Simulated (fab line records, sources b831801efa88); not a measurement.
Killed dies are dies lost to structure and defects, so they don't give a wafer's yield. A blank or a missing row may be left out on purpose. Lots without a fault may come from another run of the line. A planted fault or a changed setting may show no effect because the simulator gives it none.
Chamber matching | flow sky130 | SKY_VIA1_ETCH_15 on rie_diel-03: 4 sister chambers
The step etches SiO2 in C4F8/O2/Ar, stops on TiN, target depth 351 nm, time 54 s. 22 wafers are shown with their chamber, then 11 later ones without.

WAFERS WITH THEIR CHAMBER
wafer  | chamber | oes_product_au (a.u.)
L074.2 | 3       | 0.981
L074.3 | 1       | 0.976
L074.4 | 0       | 0.967
L077.1 | 2       | 0.979
L077.3 | 1       | 0.985
L077.6 | 1       | 0.981
L079.1 | 1       | 0.977
L079.2 | 2       | 0.976
L079.3 | 0       | 0.984
L079.4 | 0       | 0.977
L079.5 | 1       | 0.978
L079.6 | 2       | 0.991
L080.1 | 0       | 0.984
L080.2 | 1       | 0.976
L080.3 | 2       | 0.983
L080.4 | 0       | 0.981
L080.5 | 2       | 0.986
L080.6 | 1       | 0.982
L087.1 | 1       | 0.980
L087.2 | 3       | 0.983
L087.5 | 0       | 0.965
L090.1 | 2       | 0.976

SIGNATURES (means of the wafers above)
reading        | chamber 0 | chamber 1 | chamber 2 | chamber 3 | scatter within a chamber
oes_product_au | 0.97633   | 0.97937   | 0.98183   | 0.98200   | 0.00581
Rule: a wafer's distance from a chamber is the root of the sum, over the readings, of the square of ((its reading less the chamber's mean) divided by the reading's scatter). The wafer belongs to the nearest chamber; if the next one is less than 2 further off, it can't be placed. The scatter: the root of (the sum of the squares of (reading less its chamber's mean) over the shown wafers, divided by (wafers less chambers)).

WAFERS WITHOUT THEIR CHAMBER
wafer  | oes_product_au (a.u.)
L090.2 | 0.981
L090.3 | 0.975
L090.4 | 0.979
L090.5 | 0.976
L090.6 | 0.980
L092.4 | 0.977
L092.5 | 0.985
L092.6 | 0.978
L095.1 | 0.975
L095.2 | 0.982
L095.5 | 0.974

WHICH CHAMBER EACH WENT THROUGH
wafer  | from the rows above               | in truth
L090.2 | can't be placed: 2 or 3 or 1 or 0 | 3
L090.3 | can't be placed: 0 or 1 or 2 or 3 | 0
L090.4 | can't be placed: 1 or 0 or 2 or 3 | 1
L090.5 | can't be placed: 0 or 1 or 2 or 3 | 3
L090.6 | can't be placed: 1 or 2 or 3 or 0 | 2
L092.4 | can't be placed: 0 or 1 or 2 or 3 | 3
L092.5 | can't be placed: 3 or 2 or 1 or 0 | 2
L092.6 | can't be placed: 1 or 0 or 2 or 3 | 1
L095.1 | can't be placed: 0 or 1 or 2 or 3 | 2
L095.2 | can't be placed: 3 or 2 or 1 or 0 | 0
L095.5 | can't be placed: 0 or 1 or 2 or 3 | 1
Placed correctly: 0 of 11. Can't be placed from these rows: 11 (the true chamber is among the candidates in 11). Placed wrongly: 0.
